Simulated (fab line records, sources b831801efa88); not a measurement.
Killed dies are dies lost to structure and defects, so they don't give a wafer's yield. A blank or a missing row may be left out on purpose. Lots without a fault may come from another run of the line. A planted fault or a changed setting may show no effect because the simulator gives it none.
Which tool did it? | flow gf180mcu | 11 lots, 33 wafers sampled, at 2 steps of a route of 602

WHAT THE GAUGES READ, wafer by wafer
GF_STI_THK_MEAS_24.
lot  | measured    | on            | STI_CVD_23_THK (nm)
L654 | day 2 03:13 | film_metro-03 | 655 653 654
L655 | day 2 08:16 | film_metro-01 | 650 658 658
L656 | day 2 14:38 | film_metro-02 | 644 635 637
L657 | day 2 19:47 | film_metro-03 | 649 643 646
L662 | day 3 21:38 | film_metro-01 | 452 639 454
L663 | day 4 02:33 | film_metro-02 | 648 647 460
L667 | day 5 00:10 | film_metro-02 | 656 656 661
L669 | day 5 08:37 | film_metro-03 | 649 658 660
L670 | day 5 13:16 | film_metro-02 | 651 641 656
L673 | day 6 05:14 | film_metro-03 | 655 658 654
L674 | day 6 10:23 | film_metro-01 | 649 645 656

WHICH TOOL RAN EACH LOT (tool, then ch and the chambers of the sampled wafers, then the start)
lot  | GF_STI_CVD_23
L654 | hdpcvd-02 ch 0,1,2, day 2 03:08
L655 | hdpcvd-02 ch 0,1,2, day 2 08:12
L656 | hdpcvd-02 ch 0,2, day 2 14:32
L657 | hdpcvd-02 ch 0,1,2, day 2 19:43
L662 | hdpcvd-02 ch 0,1, day 3 21:32
L663 | hdpcvd-02 ch 0,1, day 4 02:29
L667 | hdpcvd-01 ch 1,2, day 5 00:05
L669 | hdpcvd-01 ch 1,2, day 5 08:32
L670 | hdpcvd-01 ch 0,1,2, day 5 13:11
L673 | hdpcvd-01 ch 1,2, day 6 05:10
L674 | hdpcvd-01 ch 1,2, day 6 10:19
- GF_STI_CVD_23: deposits SiO2, target thk 650 nm, time 108.3 s.

THE ANSWER, worked out from the rows above alone
Rule: what is usual is taken from the lots themselves. Put in order of their means at a reading, lots are off if they are a third of the lots or fewer, leave a main group of 4 or more, and stand apart from it by a gap of 3 or more times the standard deviation of the main group's means; of several such gaps the widest counts. A main group whose means are all the same, to the digits that the tables above print for the reading, isn't used. A lot without any number at a reading at which 4 lots or more have one is off too. The other lots that the step has rows for count as sound.
Off: L662, L663, at GF_STI_THK_MEAS_24 (STI_CVD_23_THK). The main group: mean 651 nm, standard deviation 5.7.
A tool fits if, at a process step before that reading, it ran every lot that is off, and no sound lot after the first of them. The gauges at GF_STI_THK_MEAS_24 are tried like those tools. One fits: hdpcvd-02 at GF_STI_CVD_23. Its last sound lot is L657 (day 2 19:43), its first lot that is off L662 (day 3 21:32): a fault that began between those two fits.

WHAT THE SIMULATOR HAD PUT IN
Process parameter drift: hdpcvd-02, from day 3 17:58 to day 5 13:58, at GF_STI_CVD_23. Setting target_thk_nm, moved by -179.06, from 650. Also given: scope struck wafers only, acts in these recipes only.
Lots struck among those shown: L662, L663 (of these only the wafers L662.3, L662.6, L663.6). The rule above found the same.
